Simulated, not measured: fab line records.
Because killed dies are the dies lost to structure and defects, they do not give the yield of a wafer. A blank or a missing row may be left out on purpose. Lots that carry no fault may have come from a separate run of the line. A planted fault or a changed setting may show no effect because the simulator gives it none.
2 desks, one fault ; flow sky130 ; each desk holds nothing but its own numbers, with what lay behind them at the end

## DESK OF THE TOOL OWNER: implanter-01
The tool's own readings at SKY_NWELL_IMPLANT_13, given as means over the sampled wafers that have a number, one for each lot that went through this tool. If a lot's mean is further than 4 standard deviations from the usual mean, the lot is out of limits and carries the mark OUT (the distance appears in the brackets).
Columns: A = beam on s at SKY_NWELL_IMPLANT_13, usual 10.02 s; B = dose ions cm2 at SKY_NWELL_IMPLANT_13, usual 7e+11; C = faraday current uA at SKY_NWELL_IMPLANT_13, usual 3.94
lot;first seen here;A;B;C
L187;day 4 21:58;9.96;7e+11;3.95
L188;day 5 06:44;9.91;7e+11;3.99
L193;day 6 06:38;10.14;7e+11;3.89
L194;day 6 15:40;9.77;7e+11;4.04
L196;day 7 03:22;10.00;7e+11;3.93
L197;day 7 06:49;10.14;7e+11;3.90
L199;day 7 16:23;10.04;5e+11 (-99 or more) OUT;3.00 (-13) OUT
L200;day 7 22:01;10.04;5e+11 (-99 or more) OUT;2.99 (-13) OUT
Finding of this desk: L199, L200 out of limits; the first was L199 at day 7 16:23, on dose ions cm2 at SKY_NWELL_IMPLANT_13. Within limits: L187, L188, L193, L194, L196, L197.

## AT THE METROLOGY DESK
What the gauges read, lot by lot, whatever tool the lot ran on: means of the sampled wafers that have a number. If a lot's mean is further than 4 standard deviations from the usual mean, the lot is out of limits and carries the mark OUT (the distance appears in the brackets).
Columns: A = NWELL_RS at SKY_NWELL_RS_MEAS_29, usual 624.3 ohm/sq
lot;first seen here;A
L187;day 5 15:35;623.7
L188;day 6 01:20;625.4
L189;day 6 09:05;626.7
L191;day 6 17:17;626.1
L193;day 7 02:41;625.2
L194;day 7 11:31;623.7
L195;day 7 18:35;623.3
L196;day 7 23:34;625.3
L197;day 8 03:19;624.0
L199;day 8 14:11;630.7 (+4.0) OUT
L198;day 8 15:55;623.7
L200;day 8 20:44;629.0
L202;day 9 11:22;622.8
L209;day 11 15:22;625.0
This desk reports L199 out of limits; the earliest was L199 at day 8 14:11 (NWELL_RS at SKY_NWELL_RS_MEAS_29). Within limits: L187, L188, L189, L191, L193, L194, L195, L196, L197, L198, L200, L202, L209.

## ALL TOGETHER
The tool owner's desk could have raised an alarm at day 7 16:23, on L199, L200.
An alarm was possible from the metrology desk at day 8 14:11, on L199.
The metrology desk holds a record of L200, inside its limits.
The lots listed all ran SKY_NWELL_IMPLANT_13 on implanter-01.

## WHAT THE SIMULATOR PUT IN
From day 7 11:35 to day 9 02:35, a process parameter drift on implanter-01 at SKY_NWELL_IMPLANT_13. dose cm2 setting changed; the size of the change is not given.
Shown lots that were struck: L199, L200.
Counting hours from when the fault started, the first reading out of limits came at 5 for the tool owner's desk and at 27 for the metrology desk.
